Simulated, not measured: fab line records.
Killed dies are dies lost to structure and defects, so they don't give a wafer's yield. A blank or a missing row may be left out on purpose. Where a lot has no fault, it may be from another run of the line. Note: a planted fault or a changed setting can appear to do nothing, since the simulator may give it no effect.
Which tool was responsible?	flow gf180mcu	Sampling: 15 lots, 45 wafers, 4 of 602 route steps

WHAT THE GAUGES READ, wafer by wafer
GF_M5_CD_MEAS_07: target cd 280 nm.
lot	measured	on	cd-nm (nm)
L643	day 26 13:02	cd-sem-01	280.2 279.2 280.2
L644	day 26 23:38	cd-sem-02	- - -
L645	day 27 08:52	cd-sem-02	- - -
L646	day 27 10:14	cd-sem-02	- - -
L653	day 29 23:38	cd-sem-02	282.1 280.8 280.7
L654	day 30 03:49	cd-sem-01	280.2 279.8 281.2
L655	day 30 06:25	cd-sem-01	279.0 278.4 278.9
L656	day 30 14:41	cd-sem-01	281.3 282.9 281.3
L658	day 31 01:31	cd-sem-01	280.2 281.1 279.9
L659	day 31 12:31	cd-sem-01	280.3 279.2 280.5
L660	day 31 15:53	cd-sem-01	278.9 278.9 279.0
L661	day 31 19:46	cd-sem-02	280.5 280.0 281.6
L662	day 32 03:54	cd-sem-01	278.4 278.5 278.0
L663	day 32 08:34	cd-sem-01	279.1 277.8 279.2
L665	day 32 20:20	cd-sem-01	281.1 282.2 282.7

GF_V5_OVL_MEAS_15.
lot	measured	on	V5_OVL (nm)
L643	day 27 10:17	overlay-01	-4 -16 -6
L653	day 30 19:50	overlay-01	-2 -4 1
L654	day 30 23:19	overlay-01	-2 -4 -2
L655	day 31 01:41	overlay-01	-1 4 -2
L656	day 31 10:05	overlay-01	-5 3 -1
L658	day 31 20:48	overlay-01	0 2 0
L659	day 32 06:23	overlay-02	1 -3 1
L660	day 32 09:52	overlay-01	-9 -1 -2
L661	day 32 13:53	overlay-02	1 0 -2
L662	day 32 21:44	overlay-01	5 -1 8
L663	day 33 01:50	overlay-02	-3 -3 -4
L665	day 33 13:33	overlay-01	2 -8 0

TOOL THAT RAN EACH LOT (tool first, then ch and the chambers of the sampled wafers, then the start)
lot	GF_V4_CVD_02	GF_M5_DEVELOP_06
L643	pecvd-01 ch 0,1,2, day 23 17:01	litho-track-03 ch 0, day 26 12:53
L644	pecvd-01 ch 0,1,2, day 24 06:00	litho-track-01, day 26 23:29
L645	pecvd-04 ch 0,1,2, day 24 14:48	litho-track-03, day 27 08:43
L646	pecvd-01 ch 0,1,2, day 24 17:52	litho-track-03, day 27 10:05
L653	pecvd-01 ch 0,1,2, day 27 10:29	litho-track-01 ch 0, day 29 23:29
L654	pecvd-01 ch 0,1,2, day 27 14:32	litho-track-02 ch 0, day 30 03:40
L655	pecvd-01 ch 0,1,2, day 27 18:42	litho-track-02 ch 0, day 30 06:16
L656	pecvd-02 ch 0,2, day 28 04:02	litho-track-03 ch 0, day 30 14:32
L658	pecvd-02 ch 0,2, day 28 14:54	litho-track-01 ch 0, day 31 01:23
L659	pecvd-04 ch 0,1, day 29 03:09	litho-track-02 ch 0, day 31 12:22
L660	pecvd-02 ch 0,1,2, day 29 06:32	litho-track-01 ch 0, day 31 15:45
L661	pecvd-01 ch 0,1, day 29 10:57	litho-track-03 ch 0, day 31 19:37
L662	pecvd-04 ch 0,2, day 29 19:50	litho-track-03 ch 0, day 32 03:46
L663	pecvd-02 ch 0,2, day 30 01:01	litho-track-02 ch 0, day 32 08:25
L665	pecvd-04 ch 0,1,2, day 30 14:40	litho-track-02 ch 0, day 32 20:11
- GF_V4_CVD_02: deposits SiO2 from TEOS, target thk 850 nm, time 94.851 s.
- GF_M5_DEVELOP_06: develop time 60 s.

WHAT THE TOOLS THEMSELVES READ (means of the sampled wafers that have a number; where no wafer has one, the mark that the record gives instead)
GF_V4_CVD_02.
lot	tool	heater-power-w (W)
L643	pecvd-01	600
L644	pecvd-01	584
L645	pecvd-04	685
L646	pecvd-01	609
L653	pecvd-01	581
L654	pecvd-01	614
L655	pecvd-01	580
L656	pecvd-02	686
L658	pecvd-02	687
L659	pecvd-04	688
L660	pecvd-02	694
L661	pecvd-01	555
L662	pecvd-04	749
L663	pecvd-02	670
L665	pecvd-04	685

GF_M5_DEVELOP_06.
lot	tool	chill-plate-temp-C (C)
L643	litho-track-03	23.16
L644	litho-track-01	-
L645	litho-track-03	-
L646	litho-track-03	-
L653	litho-track-01	23.03
L654	litho-track-02	23.06
L655	litho-track-02	23.00
L656	litho-track-03	22.87
L658	litho-track-01	22.88
L659	litho-track-02	23.06
L660	litho-track-01	23.07
L661	litho-track-03	22.91
L662	litho-track-03	22.90
L663	litho-track-02	23.05
L665	litho-track-02	22.97

THE ANSWER, worked out from the rows above alone
Rule: the usual values come from the lots themselves. The widest of any qualifying gaps counts: lots, ordered by their means at a reading, are off when they make up no more than a third of the lots, leave a main group of 4 or more, and stand apart from it by 3 or more times the standard deviation of that group's means. If all means in a main group match to the digits the tables above print for the reading, that group is not used. Also off: a lot with no number at a reading for which 4 or more lots have one. All remaining lots with rows at the step are treated as sound. The gauges are gone through in route order, then the tools' own readings, and for those a lot's mean is taken as printed above. The first step at which some lot is off is used, and at that step the reading that is off furthest; a lot without a number counts as furthest.
Off: L644, L645, L646 (GF_M5_CD_MEAS_07, cd-nm). Without a number there: L644, L645, L646. For the main group the mean is 280.1 nm and the standard deviation 1.2.
A tool fits if, at a process step before that reading, it ran every lot that is off, and no sound lot after the first of them. Not tried: the gauges at GF_M5_CD_MEAS_07; whatever is off there is also off at GF_M5_DEVELOP_06, on other tools, and gauge error can't account for it. Not one of the candidates tried fits.

WHAT WAS PUT IN BY THE SIMULATOR
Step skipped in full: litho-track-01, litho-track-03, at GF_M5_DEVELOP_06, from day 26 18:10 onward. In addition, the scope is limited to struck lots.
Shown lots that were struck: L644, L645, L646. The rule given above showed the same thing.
